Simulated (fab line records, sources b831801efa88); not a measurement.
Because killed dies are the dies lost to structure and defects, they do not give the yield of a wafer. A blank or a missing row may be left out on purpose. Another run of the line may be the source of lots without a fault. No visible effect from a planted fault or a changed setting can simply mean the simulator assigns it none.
A struck lot beside a sound one	flow sky130	15 steps out of a route of 708
Sound: wafers L644.1, L644.3, L644.5. The struck wafers were L651.1, L651.2, L651.3. The cause is given at the end.
Per side, at each step with rows, come the tool, then ch with its chambers, and then its first start. Under that, the readings that differ: sound wafers	struck wafers	difference of the means	sigmas: that difference in standard deviations of wafers without a fault.
alike: words and numbers the same on both sides, and readings whose means are apart by under 2 such deviations; not compared: readings that were withheld, readings missing a value for some wafer, numbers with overlapping values and no deviation given by the record, and bounds like >300 which may hide the same value.
Wherever a step has rows on one side only, a row that says differs or no value, or a row with sigmas, the two part there. Numbers that don't overlap but have no deviation are shown without sigmas and don't part them. Lack of a reading on every wafer of one side parts them only where that side has two or more wafers.

first, 1 step without rows for these wafers: SKY_PWDE_IMPLANT_08.
SKY_PWDE_STRIP_09: strips in O2/N2.
  sound on plasma_asher-02 ch 1, day 6 20:07; struck on plasma_asher-01 ch 0,1, day 8 16:06
  alike: drypump_motor_current_A, oes_product_au, strip_time_to_endpoint_s
  not compared: rf_hours_counter_h
SKY_PWDE_TW_MEAS_10:
  struck on film_metro-03, day 8 16:12; sound on film_metro-04, day 6 20:16
  alike: PWDE_TW
then, 7 steps without rows for these wafers: SKY_NWELL_DEHYDRATE_03 (time 60 s); SKY_NWELL_HMDS_04 (prime time 60 s); SKY_NWELL_COAT_05 (resist thk 3000 nm); SKY_NWELL_SOFTBAKE_06; SKY_NWELL_EXPOSE_07 (exposes mask NWM, target cd 840 nm); SKY_NWELL_PEB_08; SKY_NWELL_DEVELOP_09 (develop time 60 s).
SKY_NWELL_OVL_MEAS_10:
  struck on overlay-01, day 9 13:03; sound on overlay-01, day 7 16:37
reading	sound	struck	difference	sigmas
NWELL_00_OVL (nm)	-0.5 -1.2 0.6	4.5 2.0 2.9	+3.5	+2
next, for these wafers, 1 step has no rows: SKY_NWELL_IMPLANT_11.
SKY_NWELL_IMPLANT_12:
  sound on implanter-02 ch 0, day 7 16:47; struck on implanter-02 ch 0, day 9 13:14
reading	sound	struck	difference	sigmas
beam_energy_keV	120.00 119.97 119.95	134.18 134.22 134.25	+14.24	+99 or more
model.implant.rp_nm (nm)	146.7 146.7 146.7	167.4 167.4 167.4	+20.7	
next, for these wafers, 1 step has no rows: SKY_NWELL_IMPLANT_13.
-- the record jumps here: 41 days lie between the struck wafers' starts before and after (it left off in module NWELL and takes up again in module PAD_OPEN, whose first step shown is number 708 of the route) --
SKY_PAD_OPEN_PROBE_99:
  struck on prober-02, day 50 09:29; sound on prober-01, day 49 01:23
reading	sound	struck	difference	sigmas
model.etest.pfet_01v8_lvt.drive_ua_um	174.5 176.8 178.8	178.9 179.3 182.2	+3.4	
model.etest.pfet_g5v0d10v5.off_log10_a_um	-12.56 -12.54 -12.29	-12.14 -11.89 -11.89	+0.49	
model.etest.pfet_01v8_lvt.off_log10_a_um	-8.763 -8.63 -8.615	-8.229 -8.378 -8.113	+0.429	
model.etest.pfet_g5v0d10v5.vt_sat_v (V)	-0.6416 -0.6284 -0.6014	-0.5914 -0.5473 -0.5749	+0.0526	
model.etest.pfet_16v.vt_v (V)	-1.103 -1.101 -1.093	-1.042 -1.033 -1.033	+0.063	
model.etest.pfet_g5v0d10v5.vt_v (V)	-0.8352 -0.8273 -0.8015	-0.7865 -0.7474 -0.7791	+0.0503	
model.etest.pfet_g5v0d10v5.vt_long_v (V)	-0.9361 -0.9346 -0.9269	-0.8831 -0.8728 -0.8679	+0.0579	
model.etest.pfet_01v8_lvt.vt_sat_v (V)	-0.4222 -0.4231 -0.4248	-0.3901 -0.3936 -0.3795	+0.0356	
  alike: killed_at_M0_to_M3, killed_at_M4_up, killed_at_contacts, killed_at_front_end, killed_at_other, killed_dies, killed_open, killed_short

== WHERE THEY PART ==
Last at SKY_NWELL_IMPLANT_12 as far as this record goes, first at SKY_NWELL_OVL_MEAS_10. Later steps at which nothing parts them and some readings are alike: SKY_PAD_OPEN_PROBE_99.

WHY: whatever the simulator had introduced
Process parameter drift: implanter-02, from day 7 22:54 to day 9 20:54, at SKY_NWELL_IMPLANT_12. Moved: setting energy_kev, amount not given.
